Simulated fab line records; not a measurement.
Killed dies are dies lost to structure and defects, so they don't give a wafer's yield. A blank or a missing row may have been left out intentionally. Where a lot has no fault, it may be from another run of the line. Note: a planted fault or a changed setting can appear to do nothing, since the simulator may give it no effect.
Which of the tools did it?	flow sky130	33 wafers from 11 lots sampled at 5 of the route's 708 steps

WHAT THE GAUGES SHOWED, per wafer
SKY_PASSIVATION_THK_MEAS_03. Usual: PASSIVATION_CVD_02_THK 539 nm, standard deviation 7.1.
lot	measured	on	PASSIVATION_CVD_02_THK (nm)	flag
L727	day 43 21:23	film_metro-01	548 546 542	
L728	day 44 04:20	film_metro-01	533 541 533	
L729	day 44 10:28	film_metro-02	533 549 539	
L731	day 44 23:48	film_metro-01	534 536 548	
L732	day 45 02:21	film_metro-01	524 525 538	
L736	day 46 07:55	film_metro-02	540 544 549	
L742	day 48 00:55	film_metro-02	535 828 547	OFF
L744	day 48 10:45	film_metro-01	804 543 546	OFF
L746	day 49 03:11	film_metro-04	533 532 537	
L748	day 49 06:23	film_metro-04	534 533 550	
L750	day 49 10:40	film_metro-01	531 535 543	

WHICH TOOL RAN EACH LOT (tool, then ch and the chambers of the sampled wafers, then the start)
lot	SKY_METAL5_SPUTTER_00	SKY_METAL5_SPUTTER_02	SKY_METAL5_DESCUM_14	SKY_PASSIVATION_CVD_02
L727	pvd_sputter-03, day 42 21:19	pvd_sputter-03, day 42 21:22	rie_metal-01 ch 0,1, day 43 20:12	pecvd-01 ch 0,1,2, day 43 21:15
L728	pvd_sputter-04, day 43 05:04	pvd_sputter-04, day 43 05:07	rie_metal-01 ch 0,1, day 44 03:10	pecvd-04 ch 0,1, day 44 04:07
L729	pvd_sputter-04, day 43 11:07	pvd_sputter-04, day 43 11:10	rie_metal-03 ch 0,1, day 44 09:17	pecvd-01 ch 0,1, day 44 10:14
L731	pvd_sputter-03, day 44 00:25	pvd_sputter-03, day 44 00:28	rie_metal-04 ch 0, day 44 22:34	pecvd-01 ch 0,1,2, day 44 23:34
L732	pvd_sputter-03, day 44 03:44	pvd_sputter-03, day 44 03:47	rie_metal-04 ch 0,1, day 45 01:10	pecvd-04 ch 0,1,2, day 45 02:07
L736	pvd_sputter-01, day 45 09:53	pvd_sputter-01, day 45 09:56	rie_metal-04 ch 0,1, day 46 06:40	pecvd-01 ch 0,1,2, day 46 07:41
L742	pvd_sputter-04, day 47 03:46	pvd_sputter-04, day 47 03:49	rie_metal-04 ch 0,1, day 47 23:39	pecvd-01 ch 1,2, day 48 00:40
L744	pvd_sputter-04, day 47 15:08	pvd_sputter-04, day 47 15:11	rie_metal-03 ch 0,1, day 48 09:34	pecvd-01 ch 0,1,2, day 48 10:31
L746	pvd_sputter-01, day 48 08:02	pvd_sputter-01, day 48 08:05	rie_metal-03 ch 0,1, day 49 01:59	pecvd-03 ch 0,1, day 49 02:58
L748	pvd_sputter-01, day 48 11:29	pvd_sputter-01, day 48 11:32	rie_metal-03 ch 0,1, day 49 05:13	pecvd-04 ch 0,1, day 49 06:10
L750	pvd_sputter-01, day 48 15:13	pvd_sputter-01, day 48 15:16	rie_metal-04 ch 0,1, day 49 09:14	pecvd-03 ch 0,1, day 49 10:25
- SKY_METAL5_SPUTTER_00: material Ti, target thk 15 nm, time 10 s.
- SKY_METAL5_SPUTTER_02: material AlCu, target thk 1150 nm, time 61.2 s.
- SKY_METAL5_DESCUM_14: chemistry O2, time 11 s.
- SKY_PASSIVATION_CVD_02: deposits Si3N4, target thk 540 nm.

WHAT THE TOOLS THEMSELVES READ (means of the sampled wafers that have a number; where no wafer has one, the mark that the record gives instead)
SKY_METAL5_SPUTTER_00. Usual: throttle_valve_pct 29.8 %, standard deviation 0.82.
lot	tool	throttle_valve_pct (%)	flag
L727	pvd_sputter-03	30.0	
L728	pvd_sputter-04	30.1	
L729	pvd_sputter-04	29.8	
L731	pvd_sputter-03	29.2	
L732	pvd_sputter-03	30.0	
L736	pvd_sputter-01	29.8	
L742	pvd_sputter-04	29.9	
L744	pvd_sputter-04	29.7	
L746	pvd_sputter-01	29.6	
L748	pvd_sputter-01	29.6	
L750	pvd_sputter-01	29.6	

SKY_METAL5_SPUTTER_02. Usual: throttle_valve_pct 29.8 %, standard deviation 0.81.
lot	tool	throttle_valve_pct (%)	flag
L727	pvd_sputter-03	30.0	
L728	pvd_sputter-04	30.3	
L729	pvd_sputter-04	29.7	
L731	pvd_sputter-03	29.3	
L732	pvd_sputter-03	30.1	
L736	pvd_sputter-01	29.9	
L742	pvd_sputter-04	29.7	
L744	pvd_sputter-04	29.7	
L746	pvd_sputter-01	29.6	
L748	pvd_sputter-01	29.6	
L750	pvd_sputter-01	29.6	

SKY_METAL5_DESCUM_14. Usual: drypump_motor_current_A 5.8 A, standard deviation 0.54; oes_product_au 0.992 a.u., standard deviation 0.0068.
lot	tool	drypump_motor_current_A (A)	oes_product_au (a.u.)	flag
L727	rie_metal-01	6.0	0.989	
L728	rie_metal-01	6.0	0.991	
L729	rie_metal-03	5.5	0.992	
L731	rie_metal-04	6.1	0.997	
L732	rie_metal-04	6.1	1.000	
L736	rie_metal-04	6.1	0.997	
L742	rie_metal-04	6.1	0.989	
L744	rie_metal-03	5.5	0.987	
L746	rie_metal-03	5.2	0.987	
L748	rie_metal-03	5.5	0.993	
L750	rie_metal-04	6.1	0.997	

SKY_PASSIVATION_CVD_02. Usual: heater_power_w 737 W, standard deviation 94.
lot	tool	heater_power_w (W)	flag
L727	pecvd-01	770	
L728	pecvd-04	766	
L729	pecvd-01	727	
L731	pecvd-01	753	
L732	pecvd-04	748	
L736	pecvd-01	700	
L742	pecvd-01	782	
L744	pecvd-01	718	
L746	pecvd-03	670	
L748	pecvd-04	738	
L750	pecvd-03	742	

THE ANSWER, worked out from the rows above alone
Rule: a lot counts as off when the mean over its wafers that have a number is more than 3 standard deviations away from the usual mean. A lot without any number at a reading at which 4 lots or more have one is off too. Where the step has rows for the other lots, those lots are counted as sound. First the gauges in route order, then the tools' own readings, where a lot's mean is used as printed above. The first step at which some lot is off is used, and at that step the reading that is off furthest; a lot without a number counts as furthest.
Off: L742, L744, seen at SKY_PASSIVATION_THK_MEAS_03 (PASSIVATION_CVD_02_THK).
A tool fits if, at a process step before that reading, it ran every lot that is off, and no sound lot after the first of them. Gauges at SKY_PASSIVATION_THK_MEAS_03: tried the same way as those tools. Can't be told from this: 2 tools fit, pvd_sputter-04 at SKY_METAL5_SPUTTER_00 and SKY_METAL5_SPUTTER_02, pecvd-01 at SKY_PASSIVATION_CVD_02.

WHAT THE SIMULATOR HAD INSERTED
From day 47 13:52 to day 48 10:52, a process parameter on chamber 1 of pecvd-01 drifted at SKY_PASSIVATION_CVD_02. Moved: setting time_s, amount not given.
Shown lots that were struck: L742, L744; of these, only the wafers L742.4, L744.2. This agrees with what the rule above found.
